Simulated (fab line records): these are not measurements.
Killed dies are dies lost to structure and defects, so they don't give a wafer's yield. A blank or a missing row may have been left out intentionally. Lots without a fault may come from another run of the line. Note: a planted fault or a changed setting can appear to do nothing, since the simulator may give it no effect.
2 desks, one fault :: flow gf180mcu :: what lay behind the numbers comes last; until then each desk has only its own

## THE METROLOGY DESK
Means of the sampled wafers that have a number, per lot and without regard to the tool the lot ran on: this is what the gauges read. If a lot's mean is further than 4 standard deviations from the usual mean, the lot is out of limits and carries the mark OUT (the distance appears in the brackets).
Columns: A = SALICIDE_TIN_RS at GF_SALICIDE_RS_MEAS_04, usual 16.5 ohm/sq; B = CONTACT_BOW at GF_CONTACT_BOW_MEAS_05, usual 64 um; C = CONTACT_W_RS at GF_CONTACT_RS_MEAS_25, usual 0.382 ohm/sq; D = CONTACT_W_THK at GF_CONTACT_THK_MEAS_26, usual 305 nm
lot: L632
first seen here: day 15 12:17
A: 16.4
B: 64
C: 0.381
D: 307

lot: L634
first seen here: day 16 07:49
A: 16.6
B: 67
C: 0.379
D: 308

lot: L635
first seen here: day 16 14:59
A: 16.5
B: 61
C: 0.381
D: 307

lot: L636
first seen here: day 16 20:13
A: 16.5
B: 68
C: 0.386
D: 301

lot: L638
first seen here: day 17 12:53
A: 16.3
B: 64
C: 0.385
D: 301

lot: L643
first seen here: day 19 10:41
A: 16.6
B: 62
C: 0.326 (-13) OUT
D: 362 (+13) OUT

lot: L644
first seen here: day 19 16:25
A: 15.8
B: 54
C: 0.324 (-13) OUT
D: 357 (+12) OUT

lot: L647
first seen here: day 20 15:44
A: 16.6
B: 56
C: 0.382
D: 302

lot: L651
first seen here: day 22 02:38
A: 16.4
B: 71
C: 0.381
D: 301

lot: L653
first seen here: day 22 19:34
A: 16.5
B: 68
C: 0.381
D: 306

lot: L654
first seen here: day 23 14:17
A: 16.7
B: 73
C: 0.384
D: 305
Per this desk, out of limits: L643, L644; the first was L643, day 20 13:07 (CONTACT_W_RS at GF_CONTACT_RS_MEAS_25). Within limits: L632, L634, L635, L636, L638, L647, L651, L653, L654.

## THE TOOL OWNER'S DESK: cvdW-01
The tool's own readings at GF_CONTACT_CVD_24 (deposits W, target thk 300 nm, time 90.339 s): means of the sampled wafers that have a number, for each lot that ran on this tool. If a lot's mean is further than 4 standard deviations from the usual mean, the lot is out of limits and carries the mark OUT (the distance appears in the brackets).
Columns: A = chamberPressureTorr at GF_CONTACT_CVD_24, usual 39.99 Torr; B = heaterPowerW at GF_CONTACT_CVD_24, usual 845 W
lot: L638
first seen here: day 18 14:07
A: 40.09
B: 846

lot: L643
first seen here: day 20 13:01
A: 40.02
B: 842

lot: L644
first seen here: day 20 18:53
A: 40.01
B: 833

lot: L654
first seen here: day 24 13:44
A: 39.97
B: 842
This desk's verdict: no lot among the 4 shows anything out of limits.

## TAKEN TOGETHER
Metrology desk: alarm possible at day 20 13:07 on L643, L644.
The desk of the tool owner found nothing out of limits.
Tool owner's desk: L643, L644 on record, inside its limits.
On cvdW-01, each named lot ran GF_CONTACT_CVD_24.

## WHAT HAD BEEN PUT IN BY THE SIMULATOR
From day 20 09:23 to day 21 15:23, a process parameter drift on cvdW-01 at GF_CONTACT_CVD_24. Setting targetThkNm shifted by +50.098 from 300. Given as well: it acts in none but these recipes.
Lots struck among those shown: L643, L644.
Delay in hours, fault start to first out-of-limits reading, per desk: metrology desk 4.
